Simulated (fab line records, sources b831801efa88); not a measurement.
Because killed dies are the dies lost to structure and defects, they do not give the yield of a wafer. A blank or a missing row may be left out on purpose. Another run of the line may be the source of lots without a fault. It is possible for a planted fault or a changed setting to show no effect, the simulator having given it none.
Which tool did it? + flow gf180mcu + 36 wafers from 13 lots sampled at 5 of the route's 602 steps

WHAT EACH GAUGE READ, for each wafer
GF_STI_THK_MEAS_22. Usual: STI_OXIDATION_01_THK gives 14.97 nm (standard deviation 0.28).
| lot  | measured    | on            | STI_OXIDATION_01_THK (nm) | flag |
|------|-------------|---------------|---------------------------|------|
| L846 | day 2 02:17 | film-metro-02 | 14.53 14.32 14.82         |      |
| L847 | day 2 11:40 | film-metro-02 | 15.03 15.03 15.15         |      |
| L848 | day 2 21:19 | film-metro-03 | 14.75 14.99 15.00         |      |
| L851 | day 3 12:28 | film-metro-04 | 14.94 15.16               |      |
| L852 | day 3 19:13 | film-metro-03 | 14.91 15.26               |      |
| L856 | day 4 09:26 | film-metro-03 | 15.41 15.45               |      |
| L861 | day 5 09:42 | film-metro-04 | 15.19 15.36 15.02         |      |
| L862 | day 5 13:25 | film-metro-03 | 15.23 15.30 15.35         |      |
| L863 | day 5 18:17 | film-metro-02 | 14.86 14.90 14.79         |      |
| L864 | day 6 00:42 | film-metro-04 | 14.57 14.53 14.60         |      |
| L866 | day 6 10:18 | film-metro-02 | 15.14 15.04 15.03         |      |
| L868 | day 6 20:13 | film-metro-03 | 15.22 15.07 14.97         |      |
| L869 | day 7 02:14 | film-metro-02 | 15.33 15.13 15.13         |      |

GF_POLY_GATE_THK_MEAS_17. Usual: POLY_GATE_OXIDATION_THK gives 3.98 nm (standard deviation 0.079).
| lot  | measured     | on            | POLY_GATE_OXIDATION_THK (nm) | flag |
|------|--------------|---------------|------------------------------|------|
| L846 | day 8 21:02  | film-metro-04 | 4.04 4.08 4.02               |      |
| L847 | day 9 21:56  | film-metro-04 | 3.90 3.97 3.90               |      |
| L848 | day 10 10:06 | film-metro-04 | 3.95 3.86 3.86               |      |
| L851 | day 11 10:17 | film-metro-02 | 3.92 3.98                    |      |
| L852 | day 11 13:09 | film-metro-01 | 3.93 3.98                    |      |
| L856 | day 12 17:01 | film-metro-04 | 3.99 3.98                    |      |
| L861 | day 14 01:43 | film-metro-01 | 4.01 4.01 3.96               |      |
| L862 | day 14 03:53 | film-metro-01 | 3.95 4.00 3.96               |      |
| L863 | day 14 09:43 | film-metro-01 | 4.09 4.08 3.99               |      |
| L864 | day 14 22:07 | film-metro-01 | 4.08 4.13 4.00               |      |
| L866 | day 15 07:50 | film-metro-04 | 3.97 4.03 4.00               |      |
| L868 | day 15 20:48 | film-metro-02 | 3.89 3.84 3.95               |      |
| L869 | day 16 03:27 | film-metro-01 | 3.94 3.99 3.92               |      |

WHAT TOOL EACH LOT RAN ON (gives the tool, then ch and the chambers of the sampled wafers, and finally the start)
| lot  | GF_STI_ETCH_13                    | GF_STI_STRIP_15                     | GF_POLY_GATE_ETCH_12               |
|------|-----------------------------------|-------------------------------------|------------------------------------|
| L846 | rie-diel-02 ch 0,2,3, day 2 00:28 | plasma-asher-02 ch 0,1, day 2 00:37 | rie-diel-02 ch 2,3, day 8 18:47    |
| L847 | rie-diel-02 ch 0,2,3, day 2 07:45 | plasma-asher-02 ch 0,1, day 2 07:56 | rie-diel-01 ch 0,1,3, day 9 20:23  |
| L848 | rie-diel-03 ch 0,1,2, day 2 13:15 | plasma-asher-01 ch 0,1, day 2 13:24 | rie-diel-01 ch 1,2,3, day 10 08:35 |
| L851 | rie-diel-02 ch 0,1, day 3 06:27   | plasma-asher-01 ch 1, day 3 06:36   | rie-diel-01 ch 0, day 11 08:32     |
| L852 | rie-diel-02 ch 0,3, day 3 13:42   | plasma-asher-01 ch 0,1, day 3 13:51 | rie-diel-02 ch 0,3, day 11 11:38   |
| L856 | rie-diel-02 ch 2, day 4 05:52     | plasma-asher-02 ch 0,1, day 4 06:03 | rie-diel-04 ch 0,2, day 12 13:46   |
| L861 | rie-diel-03 ch 0,2, day 5 07:30   | plasma-asher-01 ch 0,1, day 5 07:39 | rie-diel-01 ch 0,2,3, day 14 00:11 |
| L862 | rie-diel-04 ch 1,3, day 5 11:40   | plasma-asher-03 ch 0, day 5 11:49   | rie-diel-04 ch 0,1,3, day 14 02:23 |
| L863 | rie-diel-04 ch 1,2, day 5 16:33   | plasma-asher-01 ch 0, day 5 16:42   | rie-diel-04 ch 1,2,3, day 14 07:50 |
| L864 | rie-diel-03 ch 2,3, day 5 21:37   | plasma-asher-03 ch 0,1, day 5 21:48 | rie-diel-04 ch 0,1,3, day 14 20:35 |
| L866 | rie-diel-03 ch 0,1,3, day 6 08:30 | plasma-asher-03 ch 0,1, day 6 08:39 | rie-diel-02 ch 1,2,3, day 15 05:35 |
| L868 | rie-diel-03 ch 0,1,3, day 6 18:28 | plasma-asher-03 ch 0,1, day 6 18:37 | rie-diel-01 ch 0,2,3, day 15 18:11 |
| L869 | rie-diel-04 ch 0,1,3, day 7 00:30 | plasma-asher-03 ch 0,1, day 7 00:39 | rie-diel-02 ch 1,2,3, day 16 01:56 |
- GF_STI_ETCH_13: etches the open film in CHF3/O2, stops on Si, target depth 282.31 nm, time 112.9 s.
- GF_STI_STRIP_15: strips in O2/N2.
- GF_POLY_GATE_ETCH_12: etches BARC in N2/H2.

AS READ BY THE TOOLS THEMSELVES (means over the sampled wafers that have a number; for cases with no such wafer, the mark the record gives instead)
GF_STI_ETCH_13. Usual: drypump-motor-current-A 5.5 A, standard deviation 0.44; oes-product-au 0.833 a.u., standard deviation 0.0059; throttle-valve-pct 8.809 %, standard deviation 0.0097.
| lot  | tool        | drypump-motor-current-A (A) | oes-product-au (a.u.) | throttle-valve-pct (%) | flag |
|------|-------------|-----------------------------|-----------------------|------------------------|------|
| L846 | rie-diel-02 | 5.5                         | 0.827                 | 8.808                  |      |
| L847 | rie-diel-02 | 5.5                         | 0.836                 | 8.800                  |      |
| L848 | rie-diel-03 | 5.5                         | 0.829                 | 8.804                  |      |
| L851 | rie-diel-02 | 5.9                         | 0.776                 | 8.798                  | OFF  |
| L852 | rie-diel-02 | 5.5                         | 0.808                 | 8.814                  | OFF  |
| L856 | rie-diel-02 | 5.3                         | 0.799                 | 8.806                  | OFF  |
| L861 | rie-diel-03 | 5.0                         | 0.828                 | 8.801                  |      |
| L862 | rie-diel-04 | 5.6                         | 0.835                 | 8.809                  |      |
| L863 | rie-diel-04 | 5.9                         | 0.827                 | 8.811                  |      |
| L864 | rie-diel-03 | 5.5                         | 0.839                 | 8.807                  |      |
| L866 | rie-diel-03 | 5.7                         | 0.831                 | 8.810                  |      |
| L868 | rie-diel-03 | 5.6                         | 0.831                 | 8.806                  |      |
| L869 | rie-diel-04 | 5.4                         | 0.826                 | 8.811                  |      |

GF_STI_STRIP_15. Usual: drypump-motor-current-A 6.3 A, standard deviation 0.36; heater-power-w 335 W, standard deviation 21; oes-product-au 0.383 a.u., standard deviation 0.0055; platen-temp-c 250.02 C, standard deviation 0.2; strip-time-to-endpoint-s 3.71 s, standard deviation 0.077.
| lot  | tool            | drypump-motor-current-A (A) | heater-power-w (W) | oes-product-au (a.u.) | platen-temp-c (C) | strip-time-to-endpoint-s (s) | flag |
|------|-----------------|-----------------------------|--------------------|-----------------------|-------------------|------------------------------|------|
| L846 | plasma-asher-02 | 5.7                         | 359                | 0.388                 | 250.19            | 3.71                         |      |
| L847 | plasma-asher-02 | 5.7                         | 351                | 0.384                 | 250.16            | 3.74                         |      |
| L848 | plasma-asher-01 | 6.3                         | 328                | 0.391                 | 250.13            | 3.74                         |      |
| L851 | plasma-asher-01 | 6.2                         | 326                | 0.359                 | 249.95            | 3.17                         | OFF  |
| L852 | plasma-asher-01 | 6.2                         | 338                | 0.371                 | 250.14            | 3.50                         |      |
| L856 | plasma-asher-02 | 5.7                         | 340                | 0.378                 | 249.88            | 3.50                         |      |
| L861 | plasma-asher-01 | 6.2                         | 330                | 0.386                 | 249.89            | 3.73                         |      |
| L862 | plasma-asher-03 | 6.7                         | 313                | 0.381                 | 250.03            | 3.74                         |      |
| L863 | plasma-asher-01 | 6.3                         | 342                | 0.380                 | 249.98            | 3.72                         |      |
| L864 | plasma-asher-03 | 6.6                         | 336                | 0.383                 | 249.86            | 3.66                         |      |
| L866 | plasma-asher-03 | 6.6                         | 331                | 0.389                 | 249.85            | 3.76                         |      |
| L868 | plasma-asher-03 | 6.6                         | 333                | 0.389                 | 250.06            | 3.74                         |      |
| L869 | plasma-asher-03 | 6.6                         | 337                | 0.388                 | 250.28            | 3.81                         |      |

GF_POLY_GATE_ETCH_12. Usual: drypump-motor-current-A 5.6 A, standard deviation 0.49; oes-product-au 0.735 a.u., standard deviation 0.0044; throttle-valve-pct 13.214 %, standard deviation 0.0088.
| lot  | tool        | drypump-motor-current-A (A) | oes-product-au (a.u.) | throttle-valve-pct (%) | flag |
|------|-------------|-----------------------------|-----------------------|------------------------|------|
| L846 | rie-diel-02 | 5.2                         | 0.738                 | 13.222                 |      |
| L847 | rie-diel-01 | 5.9                         | 0.732                 | 13.209                 |      |
| L848 | rie-diel-01 | 5.4                         | 0.738                 | 13.218                 |      |
| L851 | rie-diel-01 | 6.7                         | 0.738                 | 13.215                 |      |
| L852 | rie-diel-02 | 5.5                         | 0.736                 | 13.207                 |      |
| L856 | rie-diel-04 | 5.7                         | 0.734                 | 13.210                 |      |
| L861 | rie-diel-01 | 5.7                         | 0.732                 | 13.221                 |      |
| L862 | rie-diel-04 | 5.4                         | 0.735                 | 13.217                 |      |
| L863 | rie-diel-04 | 5.6                         | 0.732                 | 13.220                 |      |
| L864 | rie-diel-04 | 5.4                         | 0.737                 | 13.202                 |      |
| L866 | rie-diel-02 | 5.5                         | 0.733                 | 13.211                 |      |
| L868 | rie-diel-01 | 5.7                         | 0.734                 | 13.207                 |      |
| L869 | rie-diel-02 | 5.5                         | 0.735                 | 13.221                 |      |

THE ANSWER, worked out from the rows above alone
Rule: a lot counts as off when the mean over its wafers that have a number is more than 3 standard deviations away from the usual mean. A lot without any number at a reading at which 4 lots or more have one is off too. Where the step has rows for the other lots, those lots are counted as sound. After the gauges, taken in route order, come the tools' own readings; for these a lot's mean is taken, as printed above. The first step at which some lot is off is used, and at that step the reading that is off furthest; a lot without a number counts as furthest.
Off at GF_STI_ETCH_13 (oes-product-au): L851, L852, L856.
A tool fits if, at that step or a process step before it, it ran every lot that is off, and no sound lot after the first of them. One fits: GF_STI_ETCH_13 on rie-diel-02. Its last sound lot is L847 (day 2 07:45), its first lot that is off L851 (day 3 06:27): a fault that began between those two fits.
The tool's own readings at GF_STI_ETCH_13 bear it out: on the lots that are off they differ by more than 5 times the standard deviation of the sound lots' means. oes-product-au reads 0.794 a.u. there against 0.831 a.u. on the sound lots.

WHAT THE SIMULATOR HAD PUT IN
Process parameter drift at GF_STI_ETCH_13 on rie-diel-02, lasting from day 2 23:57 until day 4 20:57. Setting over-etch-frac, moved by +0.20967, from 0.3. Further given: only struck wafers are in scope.
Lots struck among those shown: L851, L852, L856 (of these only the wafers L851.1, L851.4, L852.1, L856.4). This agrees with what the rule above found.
